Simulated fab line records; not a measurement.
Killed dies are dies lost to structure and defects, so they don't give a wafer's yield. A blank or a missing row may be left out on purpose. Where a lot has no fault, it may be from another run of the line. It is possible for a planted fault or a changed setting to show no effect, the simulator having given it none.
Which tool was responsible? -- flow gf180mcu -- 12 lots, 34 wafers sampled, at 6 steps of a route of 602

## WHAT THE GAUGES READ, wafer by wafer
GF_TOP_METAL_RS_MEAS_05: a four-point-probe measurement. Usual: for TOP_METAL_ALCU_RS the level is 0.0329 ohm/sq and the standard deviation is 0.00033.
lot,measured,on,TOP_METAL_ALCU_RS (ohm/sq),flag
L578,day 27 11:05,film-metro-02,0.0332 0.0330 0.0331,
L581,day 28 07:06,film-metro-03,0.0329 0.0325 0.0328,
L582,day 28 18:22,film-metro-03,0.0329 0.0332 0.0333,
L583,day 29 01:42,film-metro-04,0.0332 0.0338 0.0336,
L584,day 29 08:09,film-metro-04,0.0329 0.0329 0.0330,
L587,day 30 07:15,film-metro-02,0.0332 0.0545 0.0334,OFF
L590,day 31 12:43,film-metro-04,0.0330 0.0331 0.0330,
L591,day 32 02:22,film-metro-04,0.0514 0.0325,OFF
L593,day 32 00:51,film-metro-02,0.0536 0.0528,OFF
L595,day 32 12:52,film-metro-03,0.0324 0.0324 0.0327,
L596,day 32 17:30,film-metro-02,0.0325 0.0329 0.0331,
L600,day 33 11:31,film-metro-04,0.0331 0.0327 0.0333,

GF_TOP_METAL_THK_MEAS_06: measures by xrf. Usual: for TOP_METAL_ALCU_THK the level is 911 nm and the standard deviation is 11.
lot,measured,on,TOP_METAL_ALCU_THK (nm),flag
L578,day 27 11:12,film-metro-02,905 914 903,
L581,day 28 07:13,film-metro-03,912 924 914,
L582,day 28 18:29,film-metro-03,911 906 901,
L583,day 29 01:49,film-metro-04,889 880 884,
L584,day 29 08:16,film-metro-04,903 902 896,
L587,day 30 07:22,film-metro-02,905 557 906,OFF
L590,day 31 12:50,film-metro-04,903 903 900,
L591,day 32 02:29,film-metro-04,573 912,OFF
L593,day 32 00:58,film-metro-02,569 577,OFF
L595,day 32 12:59,film-metro-03,922 920 916,
L596,day 32 17:37,film-metro-02,934 922 915,
L600,day 33 11:38,film-metro-04,899 908 896,

GF_PASSIVATION_THK_MEAS_03. Usual: for PASSIVATION_CVD_02_THK the level is 700 nm and the standard deviation is 8.9.
lot,measured,on,PASSIVATION_CVD_02_THK (nm),flag
L578,day 28 09:11,film-metro-01,686 692 695,
L581,day 29 04:01,film-metro-01,695 686 693,
L582,day 29 14:41,film-metro-01,689 694 704,
L583,day 29 21:01,film-metro-02,688 680 695,
L584,day 30 04:01,film-metro-02,697 709 706,
L587,day 31 02:11,film-metro-02,694 689 715,
L590,day 32 06:15,film-metro-04,688 699 701,
L591,day 32 19:59,film-metro-04,682 704,
L593,day 32 18:30,film-metro-02,707 692,
L595,day 33 06:11,film-metro-04,693 690 693,
L596,day 33 10:50,film-metro-02,690 698 693,
L600,day 34 04:18,film-metro-04,701 700 709,

## EACH LOT AND THE TOOL THAT RAN IT (in order: tool; ch and the chambers of the sampled wafers; start)
lot,GF_MIM_SPUTTER_07,GF_V5_CVD_02,GF_TOP_METAL_SPUTTER_02
L578,"pvd-sputter-02, day 24 14:50","pecvd-01 ch 0,1,2, day 26 12:04","pvd-sputter-01, day 27 10:59"
L581,"pvd-sputter-04, day 25 12:07","pecvd-03 ch 1,2, day 27 08:13","pvd-sputter-01, day 28 07:01"
L582,"pvd-sputter-02, day 26 01:28","pecvd-02 ch 1,2, day 27 20:35","pvd-sputter-01, day 28 18:16"
L583,"pvd-sputter-01, day 26 09:43","pecvd-02 ch 0,1, day 28 03:54","pvd-sputter-01, day 29 01:37"
L584,"pvd-sputter-04, day 26 15:56","pecvd-02 ch 0,1,2, day 28 10:20","pvd-sputter-01, day 29 08:02"
L587,"pvd-sputter-01, day 27 17:37","pecvd-02 ch 0,2, day 29 10:32","pvd-sputter-01, day 30 07:10"
L590,"pvd-sputter-02, day 29 02:46","pecvd-03 ch 0,2, day 30 17:13","pvd-sputter-02, day 31 12:37"
L591,"pvd-sputter-04, day 29 02:53","pecvd-01 ch 0, day 30 17:34","pvd-sputter-01, day 32 02:16"
L593,"pvd-sputter-02, day 29 16:44","pecvd-01 ch 1,2, day 31 04:55","pvd-sputter-01, day 32 00:44"
L595,"pvd-sputter-04, day 30 04:30","pecvd-02 ch 0,1, day 31 17:50","pvd-sputter-03, day 32 12:47"
L596,"pvd-sputter-01, day 30 09:47","pecvd-02 ch 0,1,2, day 31 22:22","pvd-sputter-02, day 32 17:25"
L600,"pvd-sputter-01, day 31 06:25","pecvd-01 ch 0,2, day 32 17:25","pvd-sputter-02, day 33 11:25"
- GF_MIM_SPUTTER_07: material TiN, target thk 60 nm, time 50 s.
- GF_V5_CVD_02: deposits SiO2 from TEOS, target thk 1450 nm, time 163.28 s.
- GF_TOP_METAL_SPUTTER_02: material AlCu, target thk 900 nm, time 47.82 s.

## WHAT THE TOOLS THEMSELVES READ (means of the sampled wafers that have a number; where no wafer has one, the mark that the record gives instead)
GF_MIM_SPUTTER_07. Usual: 30.4 % for throttle-valve-pct, sd 1.1.
lot,tool,throttle-valve-pct (%),flag
L578,pvd-sputter-02,30.2,
L581,pvd-sputter-04,30.9,
L582,pvd-sputter-02,30.1,
L583,pvd-sputter-01,29.8,
L584,pvd-sputter-04,31.5,
L587,pvd-sputter-01,29.8,
L590,pvd-sputter-02,29.5,
L591,pvd-sputter-04,30.7,
L593,pvd-sputter-02,31.1,
L595,pvd-sputter-04,30.8,
L596,pvd-sputter-01,29.9,
L600,pvd-sputter-01,29.9,

GF_V5_CVD_02. Usual: 606 W for heater-power-w, sd 120.
lot,tool,heater-power-w (W),flag
L578,pecvd-01,557,
L581,pecvd-03,491,
L582,pecvd-02,674,
L583,pecvd-02,704,
L584,pecvd-02,715,
L587,pecvd-02,662,
L590,pecvd-03,721,
L591,pecvd-01,630,
L593,pecvd-01,452,
L595,pecvd-02,750,
L596,pecvd-02,697,
L600,pecvd-01,607,

GF_TOP_METAL_SPUTTER_02. Usual: 29.8 % for throttle-valve-pct, sd 1.1.
lot,tool,throttle-valve-pct (%),flag
L578,pvd-sputter-01,29.7,
L581,pvd-sputter-01,29.6,
L582,pvd-sputter-01,29.8,
L583,pvd-sputter-01,30.0,
L584,pvd-sputter-01,29.7,
L587,pvd-sputter-01,29.3,
L590,pvd-sputter-02,29.4,
L591,pvd-sputter-01,28.9,
L593,pvd-sputter-01,28.8,
L595,pvd-sputter-03,30.4,
L596,pvd-sputter-02,30.7,
L600,pvd-sputter-02,30.9,

## THE ANSWER, worked out from the rows above alone
Rule: a lot is off if the mean of its wafers that have a number lies more than 3 standard deviations from the usual mean. A lot without any number at a reading at which 4 lots or more have one is off too. Where the step has rows for the other lots, those lots are counted as sound. After the gauges, taken in route order, come the tools' own readings; for these a lot's mean is taken, as printed above. The first step at which some lot is off is used, and at that step the reading that is off furthest; a lot without a number counts as furthest.
Off: L587, L591, L593, seen at GF_TOP_METAL_RS_MEAS_05 (TOP_METAL_ALCU_RS).
If a tool, at a process step before that reading, ran all the lots that are off and no sound lot after the first of them, it fits. Gauges at GF_TOP_METAL_RS_MEAS_05: tried the same way as those tools. One candidate fits, namely pvd-sputter-01 at GF_TOP_METAL_SPUTTER_02. A fault onset in the window from L584 (day 29 08:02, its last sound lot) to L587 (day 30 07:10, its first lot off) fits.

## WHAT WAS PUT IN BY THE SIMULATOR
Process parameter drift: pvd-sputter-01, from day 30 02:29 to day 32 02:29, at GF_TOP_METAL_SPUTTER_02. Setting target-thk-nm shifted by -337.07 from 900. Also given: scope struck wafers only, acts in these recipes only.
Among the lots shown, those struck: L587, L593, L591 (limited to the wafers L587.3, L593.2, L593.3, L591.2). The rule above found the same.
